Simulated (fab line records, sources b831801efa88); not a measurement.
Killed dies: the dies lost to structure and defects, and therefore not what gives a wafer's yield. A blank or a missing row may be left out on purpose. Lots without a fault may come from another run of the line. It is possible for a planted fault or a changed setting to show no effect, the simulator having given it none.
Which tool was responsible? ; flow sky130 ; Sampling: 11 lots, 33 wafers, 5 of 708 route steps

## WHAT THE GAUGES READ, wafer by wafer
SKY_VIA2_CD_MEAS_12: target cd 200 nm. Usual: cdNm 200.1 nm, standard deviation 1.5.
lot;measured;on;cdNm (nm);flag
L912;day 36 21:44;cdSem-01;199.9 202.1 201.0;
L914;day 37 11:43;cdSem-02;200.7 200.4 198.7;
L913;day 37 16:47;cdSem-01;201.8 200.8 201.1;
L915;day 37 21:03;cdSem-01;197.8 197.5 199.0;
L919;day 38 15:02;cdSem-02;199.7 200.3 199.0;
L921;day 39 05:05;cdSem-02;198.1 199.9 200.3;
L924;day 40 05:06;cdSem-01;201.5 200.9 200.8;
L927;day 40 17:42;cdSem-01;198.3 198.9 198.6;
L930;day 41 19:15;cdSem-01;197.7 198.1 199.4;
L933;day 42 11:22;cdSem-01;200.4 199.8 200.3;
L934;day 42 16:08;cdSem-02;202.7 200.9 199.9;

SKY_VIA3_BOW_MEAS_03. Usual: VIA3_BOW gives 79 um (standard deviation 8.7).
lot;measured;on;VIA3_BOW (um);flag
L912;day 39 03:12;filmMetro-04;90 86 81;
L914;day 39 16:38;filmMetro-04;77 86 76;
L913;day 39 21:57;filmMetro-03;99 91 82;
L915;day 40 01:25;filmMetro-01;74 79 88;
L919;day 40 19:15;filmMetro-01;96 81 83;
L921;day 41 10:13;filmMetro-01;78 66 63;
L924;day 42 09:36;filmMetro-04;77 82 77;
L927;day 42 21:27;filmMetro-03;66 78 94;
L930;day 43 21:17;filmMetro-01;75 86 82;
L933;day 44 13:14;filmMetro-03;71 71 93;
L934;day 44 18:46;filmMetro-04;77 71 76;

SKY_VIA3_CD_MEAS_12: target cd 200 nm. Usual: cdNm 199.9 nm, standard deviation 1.1.
lot;measured;on;cdNm (nm);flag
L912;day 40 03:39;cdSem-02;200.0 199.9 200.9;
L914;day 40 16:32;cdSem-02;201.1 202.9 201.9;
L913;day 40 22:09;cdSem-01;200.2 200.6 198.9;
L915;day 41 01:28;cdSem-01;200.5 200.0 201.0;
L919;day 41 18:34;cdSem-02;201.4 200.0 200.2;
L921;day 42 09:58;cdSem-02;199.3 199.7 199.0;
L924;day 43 08:17;cdSem-02;138.0 193.5 168.2;OFF
L927;day 43 20:39;cdSem-02;171.9 192.4 151.7;OFF
L930;day 44 19:50;cdSem-01;199.4 198.8 199.4;
L933;day 45 11:17;cdSem-01;201.0 198.9 199.2;
L934;day 45 17:04;cdSem-02;200.2 200.6 200.7;

## EACH LOT AND THE TOOL THAT RAN IT (in order: tool; ch and the chambers of the sampled wafers; start)
lot;SKY_VIA1_CMP_24;SKY_VIA3_EXPOSE_09
L912;cmp-02 ch 1,3, day 34 16:39;krfScanner-02 ch 0, day 39 15:51
L914;cmp-02 ch 0,1,3, day 35 07:27;krfScanner-01 ch 0, day 40 04:44
L913;cmp-02 ch 0,2,3, day 35 10:53;krfScanner-01 ch 0, day 40 10:27
L915;cmp-01 ch 1,3, day 35 15:11;krfScanner-02 ch 0, day 40 13:52
L919;cmp-02 ch 1,2, day 36 10:10;krfScanner-02 ch 0, day 41 06:48
L921;cmp-01 ch 1,2,3, day 37 02:50;krfScanner-02 ch 0, day 41 22:19
L924;cmp-01 ch 1,2,3, day 38 02:26;krfScanner-02 ch 0, day 42 21:17
L927;cmp-01 ch 1,2,3, day 38 14:50;krfScanner-02 ch 0, day 43 09:08
L930;cmp-02 ch 1,2,3, day 39 17:02;krfScanner-01 ch 0, day 44 09:00
L933;cmp-01 ch 1,2,3, day 40 10:13;krfScanner-01 ch 0, day 45 00:42
L934;cmp-01 ch 0,1, day 40 14:10;krfScanner-01 ch 0, day 45 06:09
- SKY_VIA1_CMP_24: polishes, stops on SiO2, t overpolish 15 s, target thk 0 nm.
- SKY_VIA3_EXPOSE_09: exposes mask VIM3, target cd 200 nm.

## WHAT THE TOOLS THEMSELVES READ (means of the sampled wafers that have a number; where no wafer has one, the mark that the record gives instead)
SKY_VIA1_CMP_24. Usual: motorCurrentA 10.7 A, standard deviation 0.74; overpolishRunS 15.000 s, standard deviation 0.0083; retainingRingPressureFrac 1.000, standard deviation 0.0053; timeToEndpointS 65.2 s, standard deviation 2.8.
lot;tool;motorCurrentA (A);overpolishRunS (s);retainingRingPressureFrac;timeToEndpointS (s);flag
L912;cmp-02;10.2;15.006;1.001;63.6;
L914;cmp-02;10.0;15.003;1.000;62.9;
L913;cmp-02;10.4;15.007;1.002;60.6;
L915;cmp-01;11.5;15.001;0.997;64.6;
L919;cmp-02;11.1;14.997;1.002;66.7;
L921;cmp-01;11.4;15.000;1.002;64.7;
L924;cmp-01;11.2;14.995;1.003;65.8;
L927;cmp-01;11.0;15.004;0.996;63.6;
L930;cmp-02;10.7;14.992;0.997;64.8;
L933;cmp-01;11.2;15.001;1.000;70.5;
L934;cmp-01;10.7;14.997;1.002;71.3;

SKY_VIA3_EXPOSE_09. Usual: exposureDoseMJCm2 37.90, standard deviation 0.033; focusOffsetNm 0.0 nm, standard deviation 0.55.
lot;tool;exposureDoseMJCm2;focusOffsetNm (nm);flag
L912;krfScanner-02;37.93;-0.2;
L914;krfScanner-01;37.91;0.1;
L913;krfScanner-01;37.90;0.1;
L915;krfScanner-02;37.94;0.6;
L919;krfScanner-02;37.92;0.3;
L921;krfScanner-02;37.91;-0.5;
L924;krfScanner-02;39.64;0.0;OFF
L927;krfScanner-02;41.08;-0.3;OFF
L930;krfScanner-01;37.91;0.3;
L933;krfScanner-01;37.85;-0.9;
L934;krfScanner-01;37.89;-0.4;

## THE ANSWER, worked out from the rows above alone
Rule: a lot counts as off when the mean over its wafers that have a number is more than 3 standard deviations away from the usual mean. A lot without any number at a reading at which 4 lots or more have one is off too. Where the step has rows for the other lots, those lots are counted as sound. After the gauges, taken in route order, come the tools' own readings; for these a lot's mean is taken, as printed above. At the first step where some lot is off, the reading lying furthest off is the one used; lots without a number count as furthest.
Off: L924, L927 (SKY_VIA3_CD_MEAS_12, cdNm).
A tool fits if, at a process step before that reading, it ran every lot that is off, and no sound lot after the first of them. Not tried: the gauges at SKY_VIA3_CD_MEAS_12; whatever is off there is also off at SKY_VIA3_EXPOSE_09, on other tools, and gauge error can't account for it. One fits: krfScanner-02 at SKY_VIA3_EXPOSE_09. Its last sound lot is L921 (day 41 22:19), its first lot that is off L924 (day 42 21:17): a fault that began between those two fits.
The tool's own readings at SKY_VIA3_EXPOSE_09 bear it out: on the lots that are off they differ by more than 5 times the standard deviation of the sound lots' means. exposureDoseMJCm2 reads 40.36 there against 37.91 on the sound lots.

## WHAT THE SIMULATOR HAD PUT IN
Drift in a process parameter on krfScanner-02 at SKY_VIA3_EXPOSE_09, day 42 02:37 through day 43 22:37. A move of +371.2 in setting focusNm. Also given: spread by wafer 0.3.
Lots struck among those shown: L924, L927. The rule given above showed the same thing.
